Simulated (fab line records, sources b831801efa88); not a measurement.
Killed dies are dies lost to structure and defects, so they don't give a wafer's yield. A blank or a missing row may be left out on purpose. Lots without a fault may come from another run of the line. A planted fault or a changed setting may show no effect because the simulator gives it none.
Chamber matching | flow sfq_line | SFQ_TRILAYER_I2_CMP_CMP_064 on cmp-01: 4 sister chambers
The step polishes SiO2. 15 wafers are shown with their chamber, then 7 later ones without.

WAFERS WITH THEIR CHAMBER
wafer  | chamber | time_to_endpoint_s (s) | motor_current_A (A) | slurry_filter_dp_kPa (kPa)
L922.2 | 3       | 197                    | 10.5                | 13.75
L922.5 | 2       | 210                    | 10.1                | 13.42
L922.6 | 3       | 205                    | 10.5                | 13.35
L924.4 | 2       | 220                    | 10.6                | 13.60
L924.1 | 0       | 208                    | 10.5                | 13.48
L924.5 | 2       | 213                    | 10.3                | 13.45
L929.1 | 2       | 219                    | 10.4                | 13.45
L929.5 | 3       | 223                    | 10.9                | 13.73
L929.6 | 2       | 217                    | 10.8                | 13.46
L932.1 | 2       | 217                    | 10.8                | 13.22
L932.3 | 0       | 216                    | 11.2                | 13.58
L932.5 | 2       | 221                    | 10.4                | 13.70
L933.2 | 2       | 208                    | 11.5                | 13.60
L933.3 | 1       | 201                    | 11.2                | 13.43
L933.6 | 3       | 207                    | 10.4                | 13.57

SIGNATURES (means of the wafers above)
reading              | chamber 0 | chamber 1 | chamber 2 | chamber 3 | scatter within a chamber
time_to_endpoint_s   | 212.00    | 201.00    | 215.62    | 208.00    | 7.06
motor_current_A      | 10.850    | 11.200    | 10.613    | 10.575    | 0.393
slurry_filter_dp_kPa | 13.5300   | 13.4300   | 13.4875   | 13.6000   | 0.153
Rule: a wafer's distance from a chamber is the root of the sum, over the readings, of the square of ((its reading less the chamber's mean) divided by the reading's scatter). The wafer belongs to the nearest chamber; if the next one is less than 2 further off, it can't be placed. The scatter: the root of (the sum of the squares of (reading less its chamber's mean) over the shown wafers, divided by (wafers less chambers)).

WAFERS WITHOUT THEIR CHAMBER
wafer  | time_to_endpoint_s (s) | motor_current_A (A) | slurry_filter_dp_kPa (kPa)
L936.1 | 210                    | 10.7                | 13.58
L936.2 | 210                    | 10.4                | 13.42
L936.3 | 209                    | 11.1                | 13.26
L937.3 | 204                    | 11.1                | 13.53
L937.4 | 209                    | 10.6                | 13.25
L938.2 | 205                    | 11.0                | 13.19
L943.3 | 215                    | 10.5                | 13.73

WHICH CHAMBER EACH WENT THROUGH
wafer  | from the rows above               | in truth
L936.1 | can't be placed: 3 or 0 or 2 or 1 | 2
L936.2 | can't be placed: 2 or 3 or 0 or 1 | 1
L936.3 | can't be placed: 1 or 0 or 2 or 3 | 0
L937.3 | can't be placed: 1 or 0 or 3 or 2 | 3
L937.4 | can't be placed: 2 or 0 or 1 or 3 | 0
L938.2 | can't be placed: 1 or 0 or 2 or 3 | 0
L943.3 | can't be placed: 3 or 2 or 0 or 1 | 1
Placed correctly: 0 of 7. Can't be placed from these rows: 7 (the true chamber is among the candidates in 7). Placed wrongly: 0.
